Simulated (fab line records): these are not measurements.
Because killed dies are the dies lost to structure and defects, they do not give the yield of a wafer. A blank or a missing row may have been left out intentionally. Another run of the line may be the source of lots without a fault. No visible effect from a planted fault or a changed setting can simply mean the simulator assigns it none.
Which tool did it? || flow gf180mcu || 12 lots, 36 wafers sampled, at 5 steps of a route of 602

== WHAT EACH GAUGE READ, for each wafer ==
GF_SALICIDE_RS_MEAS_04: measures by four-point-probe.
{"lot": "L219", "measured": "day 16 02:36", "on": "filmMetro-02", "SALICIDE_TIN_RS (ohm/sq)": "16.3 16.8 16.8"}
{"lot": "L220", "measured": "day 16 10:46", "on": "filmMetro-03", "SALICIDE_TIN_RS (ohm/sq)": "16.6 17.1 17.1"}
{"lot": "L223", "measured": "day 17 18:19", "on": "filmMetro-02", "SALICIDE_TIN_RS (ohm/sq)": "16.5 15.9 16.5"}
{"lot": "L225", "measured": "day 18 05:06", "on": "filmMetro-02", "SALICIDE_TIN_RS (ohm/sq)": "16.1 16.7 16.7"}
{"lot": "L224", "measured": "day 18 09:01", "on": "filmMetro-01", "SALICIDE_TIN_RS (ohm/sq)": "16.5 16.6 16.5"}
{"lot": "L230", "measured": "day 20 11:44", "on": "filmMetro-02", "SALICIDE_TIN_RS (ohm/sq)": "16.9 16.7 16.7"}
{"lot": "L231", "measured": "day 21 01:17", "on": "filmMetro-03", "SALICIDE_TIN_RS (ohm/sq)": "16.1 16.5 16.5"}
{"lot": "L232", "measured": "day 21 05:18", "on": "filmMetro-03", "SALICIDE_TIN_RS (ohm/sq)": "16.7 16.7 16.7"}
{"lot": "L234", "measured": "day 21 17:26", "on": "filmMetro-03", "SALICIDE_TIN_RS (ohm/sq)": "16.1 15.9 16.5"}
{"lot": "L235", "measured": "day 21 19:27", "on": "filmMetro-03", "SALICIDE_TIN_RS (ohm/sq)": "15.9 15.7 16.1"}
{"lot": "L237", "measured": "day 22 15:17", "on": "filmMetro-03", "SALICIDE_TIN_RS (ohm/sq)": "16.2 16.3 16.4"}
{"lot": "L239", "measured": "day 23 05:32", "on": "filmMetro-02", "SALICIDE_TIN_RS (ohm/sq)": "16.0 16.0 16.1"}

GF_CONTACT_THK_MEAS_01.
{"lot": "L219", "measured": "day 16 03:21", "on": "filmMetro-01", "CONTACT_CVD_00_THK (nm)": "599 599 601"}
{"lot": "L220", "measured": "day 16 11:17", "on": "filmMetro-03", "CONTACT_CVD_00_THK (nm)": "301 295 302"}
{"lot": "L223", "measured": "day 17 18:56", "on": "filmMetro-04", "CONTACT_CVD_00_THK (nm)": "303 301 304"}
{"lot": "L225", "measured": "day 18 05:56", "on": "filmMetro-04", "CONTACT_CVD_00_THK (nm)": "602 612 601"}
{"lot": "L224", "measured": "day 18 09:44", "on": "filmMetro-01", "CONTACT_CVD_00_THK (nm)": "595 599 592"}
{"lot": "L230", "measured": "day 20 12:16", "on": "filmMetro-03", "CONTACT_CVD_00_THK (nm)": "300 302 298"}
{"lot": "L231", "measured": "day 21 01:47", "on": "filmMetro-01", "CONTACT_CVD_00_THK (nm)": "306 306 303"}
{"lot": "L232", "measured": "day 21 05:49", "on": "filmMetro-03", "CONTACT_CVD_00_THK (nm)": "299 296 300"}
{"lot": "L234", "measured": "day 21 17:56", "on": "filmMetro-03", "CONTACT_CVD_00_THK (nm)": "302 301 300"}
{"lot": "L235", "measured": "day 21 19:59", "on": "filmMetro-03", "CONTACT_CVD_00_THK (nm)": "300 298 299"}
{"lot": "L237", "measured": "day 22 15:48", "on": "filmMetro-04", "CONTACT_CVD_00_THK (nm)": "299 300 299"}
{"lot": "L239", "measured": "day 23 06:02", "on": "filmMetro-03", "CONTACT_CVD_00_THK (nm)": "300 300 303"}

== WHICH TOOL RAN EACH LOT (tool, then ch and the chambers of the sampled wafers, then the start) ==
{"lot": "L219", "GF_PSD_RTA_13": "rtpAnneal-01 ch 0, day 15 04:10", "GF_SAB_ETCH_11": "rieDiel-02 ch 0,2, day 16 02:10", "GF_CONTACT_CVD_00": "hdpcvd-01 ch 1,2, day 16 03:02"}
{"lot": "L220", "GF_PSD_RTA_13": "rtpAnneal-02 ch 0, day 15 11:39", "GF_SAB_ETCH_11": "rieDiel-01 ch 1,2, day 16 10:22", "GF_CONTACT_CVD_00": "hdpcvd-02 ch 0,2, day 16 11:14"}
{"lot": "L223", "GF_PSD_RTA_13": "rtpAnneal-01 ch 0, day 16 18:30", "GF_SAB_ETCH_11": "rieDiel-02 ch 0,1,2, day 17 17:53", "GF_CONTACT_CVD_00": "hdpcvd-02 ch 1,2, day 17 18:53"}
{"lot": "L225", "GF_PSD_RTA_13": "rtpAnneal-01 ch 0, day 17 04:54", "GF_SAB_ETCH_11": "rieDiel-02 ch 0,2,3, day 18 04:35", "GF_CONTACT_CVD_00": "hdpcvd-01 ch 0,2, day 18 05:34"}
{"lot": "L224", "GF_PSD_RTA_13": "rtpAnneal-01 ch 0, day 17 08:53", "GF_SAB_ETCH_11": "rieDiel-01 ch 1,2,3, day 18 08:35", "GF_CONTACT_CVD_00": "hdpcvd-01 ch 0,1, day 18 09:28"}
{"lot": "L230", "GF_PSD_RTA_13": "rtpAnneal-02 ch 0, day 19 10:50", "GF_SAB_ETCH_11": "rieDiel-02 ch 0,1,3, day 20 11:19", "GF_CONTACT_CVD_00": "hdpcvd-02 ch 0,1,2, day 20 12:13"}
{"lot": "L231", "GF_PSD_RTA_13": "rtpAnneal-01 ch 0, day 20 00:19", "GF_SAB_ETCH_11": "rieDiel-02 ch 1,2, day 21 00:46", "GF_CONTACT_CVD_00": "hdpcvd-01 ch 0,2, day 21 01:44"}
{"lot": "L232", "GF_PSD_RTA_13": "rtpAnneal-02 ch 0, day 20 04:31", "GF_SAB_ETCH_11": "rieDiel-02 ch 0,1, day 21 04:43", "GF_CONTACT_CVD_00": "hdpcvd-01 ch 0,1,2, day 21 05:45"}
{"lot": "L234", "GF_PSD_RTA_13": "rtpAnneal-01 ch 0, day 20 16:40", "GF_SAB_ETCH_11": "rieDiel-04 ch 2,3, day 21 16:58", "GF_CONTACT_CVD_00": "hdpcvd-01 ch 1,2, day 21 17:53"}
{"lot": "L235", "GF_PSD_RTA_13": "rtpAnneal-02 ch 0, day 20 19:06", "GF_SAB_ETCH_11": "rieDiel-01 ch 1,2,3, day 21 18:53", "GF_CONTACT_CVD_00": "hdpcvd-01 ch 0,1, day 21 19:56"}
{"lot": "L237", "GF_PSD_RTA_13": "rtpAnneal-01 ch 0, day 21 15:00", "GF_SAB_ETCH_11": "rieDiel-01 ch 0,1,3, day 22 14:53", "GF_CONTACT_CVD_00": "hdpcvd-02 ch 0,1,2, day 22 15:46"}
{"lot": "L239", "GF_PSD_RTA_13": "rtpAnneal-02 ch 0, day 22 06:37", "GF_SAB_ETCH_11": "rieDiel-04 ch 0,1,2, day 23 05:07", "GF_CONTACT_CVD_00": "hdpcvd-01 ch 0,1, day 23 05:59"}
- GF_PSD_RTA_13: time 20 s.
- GF_SAB_ETCH_11: etches SiO2 in C4F8/O2/Ar, target depth 55 nm, time 8.5 s.
- GF_CONTACT_CVD_00: deposits SiO2, target thk 300 nm, time 50 s.

== AS READ BY THE TOOLS THEMSELVES (means over the sampled wafers that have a number; for cases with no such wafer, the mark the record gives instead) ==
GF_PSD_RTA_13.
{"lot": "L219", "tool": "rtpAnneal-01", "lampPowerPct (%)": 34.2, "wafer_temp_C_max": 1031.4}
{"lot": "L220", "tool": "rtpAnneal-02", "lampPowerPct (%)": 30.6, "wafer_temp_C_max": 1028.4}
{"lot": "L223", "tool": "rtpAnneal-01", "lampPowerPct (%)": 34.3, "wafer_temp_C_max": 1030.0}
{"lot": "L225", "tool": "rtpAnneal-01", "lampPowerPct (%)": 34.3, "wafer_temp_C_max": 1030.9}
{"lot": "L224", "tool": "rtpAnneal-01", "lampPowerPct (%)": 34.3, "wafer_temp_C_max": 1032.4}
{"lot": "L230", "tool": "rtpAnneal-02", "lampPowerPct (%)": 30.6, "wafer_temp_C_max": 1028.4}
{"lot": "L231", "tool": "rtpAnneal-01", "lampPowerPct (%)": 34.3, "wafer_temp_C_max": 1031.1}
{"lot": "L232", "tool": "rtpAnneal-02", "lampPowerPct (%)": 30.6, "wafer_temp_C_max": 1027.7}
{"lot": "L234", "tool": "rtpAnneal-01", "lampPowerPct (%)": 34.3, "wafer_temp_C_max": 1031.0}
{"lot": "L235", "tool": "rtpAnneal-02", "lampPowerPct (%)": 30.6, "wafer_temp_C_max": 1028.1}
{"lot": "L237", "tool": "rtpAnneal-01", "lampPowerPct (%)": 34.3, "wafer_temp_C_max": 1033.8}
{"lot": "L239", "tool": "rtpAnneal-02", "lampPowerPct (%)": 30.6, "wafer_temp_C_max": 1027.6}

GF_SAB_ETCH_11.
{"lot": "L219", "tool": "rieDiel-02", "oesProductAu (a.u.)": 1.007}
{"lot": "L220", "tool": "rieDiel-01", "oesProductAu (a.u.)": 0.997}
{"lot": "L223", "tool": "rieDiel-02", "oesProductAu (a.u.)": 1.002}
{"lot": "L225", "tool": "rieDiel-02", "oesProductAu (a.u.)": 0.994}
{"lot": "L224", "tool": "rieDiel-01", "oesProductAu (a.u.)": 1.001}
{"lot": "L230", "tool": "rieDiel-02", "oesProductAu (a.u.)": 0.990}
{"lot": "L231", "tool": "rieDiel-02", "oesProductAu (a.u.)": 0.984}
{"lot": "L232", "tool": "rieDiel-02", "oesProductAu (a.u.)": 0.992}
{"lot": "L234", "tool": "rieDiel-04", "oesProductAu (a.u.)": 1.009}
{"lot": "L235", "tool": "rieDiel-01", "oesProductAu (a.u.)": 1.000}
{"lot": "L237", "tool": "rieDiel-01", "oesProductAu (a.u.)": 0.995}
{"lot": "L239", "tool": "rieDiel-04", "oesProductAu (a.u.)": 1.003}

GF_CONTACT_CVD_00.
{"lot": "L219", "tool": "hdpcvd-01", "pressureMtorr (mTorr)": 6.000}
{"lot": "L220", "tool": "hdpcvd-02", "pressureMtorr (mTorr)": 6.006}
{"lot": "L223", "tool": "hdpcvd-02", "pressureMtorr (mTorr)": 5.996}
{"lot": "L225", "tool": "hdpcvd-01", "pressureMtorr (mTorr)": 6.002}
{"lot": "L224", "tool": "hdpcvd-01", "pressureMtorr (mTorr)": 6.012}
{"lot": "L230", "tool": "hdpcvd-02", "pressureMtorr (mTorr)": 6.004}
{"lot": "L231", "tool": "hdpcvd-01", "pressureMtorr (mTorr)": 5.995}
{"lot": "L232", "tool": "hdpcvd-01", "pressureMtorr (mTorr)": 6.001}
{"lot": "L234", "tool": "hdpcvd-01", "pressureMtorr (mTorr)": 6.003}
{"lot": "L235", "tool": "hdpcvd-01", "pressureMtorr (mTorr)": 6.004}
{"lot": "L237", "tool": "hdpcvd-02", "pressureMtorr (mTorr)": 5.992}
{"lot": "L239", "tool": "hdpcvd-01", "pressureMtorr (mTorr)": 5.984}

== THE ANSWER, worked out from the rows above alone ==
Rule: the usual values come from the lots themselves. Put in order of their means at a reading, lots are off if they are a third of the lots or fewer, leave a main group of 4 or more, and stand apart from it by a gap of 3 or more times the standard deviation of the main group's means; of several such gaps the widest counts. Not used: any main group whose means are identical at the precision the tables above print for the reading. A lot without any number at a reading at which 4 lots or more have one is off too. Where the step has rows for the other lots, those lots are counted as sound. After the gauges, taken in route order, come the tools' own readings; for these a lot's mean is taken, as printed above. The first step at which some lot is off is used, and at that step the reading that is off furthest; a lot without a number counts as furthest.
Off: L219, L225, L224, at GF_CONTACT_THK_MEAS_01 (CONTACT_CVD_00_THK). The main group has a mean of 301 nm with a standard deviation of 2.
A tool fits if, at a process step before that reading, it ran every lot that is off, and no sound lot after the first of them. The gauges at GF_CONTACT_THK_MEAS_01 are tried like those tools. Not one of the candidates tried fits.

== WHAT THE SIMULATOR HAD INSERTED ==
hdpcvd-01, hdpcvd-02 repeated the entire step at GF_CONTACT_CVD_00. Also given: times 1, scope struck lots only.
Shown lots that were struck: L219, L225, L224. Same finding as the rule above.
